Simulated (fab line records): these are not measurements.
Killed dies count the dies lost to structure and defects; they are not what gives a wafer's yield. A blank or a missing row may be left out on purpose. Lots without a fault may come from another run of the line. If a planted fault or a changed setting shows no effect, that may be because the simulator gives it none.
Chamber matching || flow gf180mcu || 4 sister chambers for GF_V4_CMP_26 on cmp-01
The step polishes, stops on SiO2, t overpolish 15 s, target thk 0 nm. 4 wafers are shown with their chamber, then 9 later ones without.

EACH WAFER AND ITS CHAMBER
{"wafer": "L355.1", "chamber": 0, "motor current A (A)": 12.5}
{"wafer": "L355.5", "chamber": 1, "motor current A (A)": 11.3}
{"wafer": "L356.2", "chamber": 3, "motor current A (A)": 10.9}
{"wafer": "L356.6", "chamber": 2, "motor current A (A)": 9.8}

WAFERS WHOSE CHAMBER IS MISSING
{"wafer": "L361.2", "motor current A (A)": 10.0}
{"wafer": "L361.3", "motor current A (A)": 10.4}
{"wafer": "L361.4", "motor current A (A)": 10.7}
{"wafer": "L360.1", "motor current A (A)": 12.6}
{"wafer": "L360.3", "motor current A (A)": 10.7}
{"wafer": "L360.6", "motor current A (A)": 12.6}
{"wafer": "L362.2", "motor current A (A)": 11.1}
{"wafer": "L362.4", "motor current A (A)": 10.8}
{"wafer": "L362.5", "motor current A (A)": 11.0}

WHICH CHAMBER EACH ONE RAN IN
{"wafer": "L361.2", "from the rows above": 2, "in truth": 2}
{"wafer": "L361.3", "from the rows above": "can't be placed: 3 or 2 or 1", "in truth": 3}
{"wafer": "L361.4", "from the rows above": "can't be placed: 3 or 1", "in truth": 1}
{"wafer": "L360.1", "from the rows above": 0, "in truth": 0}
{"wafer": "L360.3", "from the rows above": "can't be placed: 3 or 1", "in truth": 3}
{"wafer": "L360.6", "from the rows above": 0, "in truth": 0}
{"wafer": "L362.2", "from the rows above": "can't be placed: 3 or 1", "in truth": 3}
{"wafer": "L362.4", "from the rows above": "can't be placed: 3 or 1", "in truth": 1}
{"wafer": "L362.5", "from the rows above": "can't be placed: 3 or 1", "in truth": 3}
Correctly placed: 3 of 9. Cannot be placed on the basis of these rows: 6; the candidates contain the true chamber in 6. 0 placed wrongly.
How it was worked out, from the rows above alone: a wafer's distance from a chamber is the root of the sum, over the readings, of the square of ((its reading less the chamber's mean) divided by the reading's scatter). If the next closest chamber is less than 2 further off than the closest, the wafer can't be placed; otherwise it belongs to the closest. A chamber's mean is the mean of its shown wafers. The scatter: root of mean squared gap, hidden wafer to nearest shown wafer, with one shown wafer a chamber.
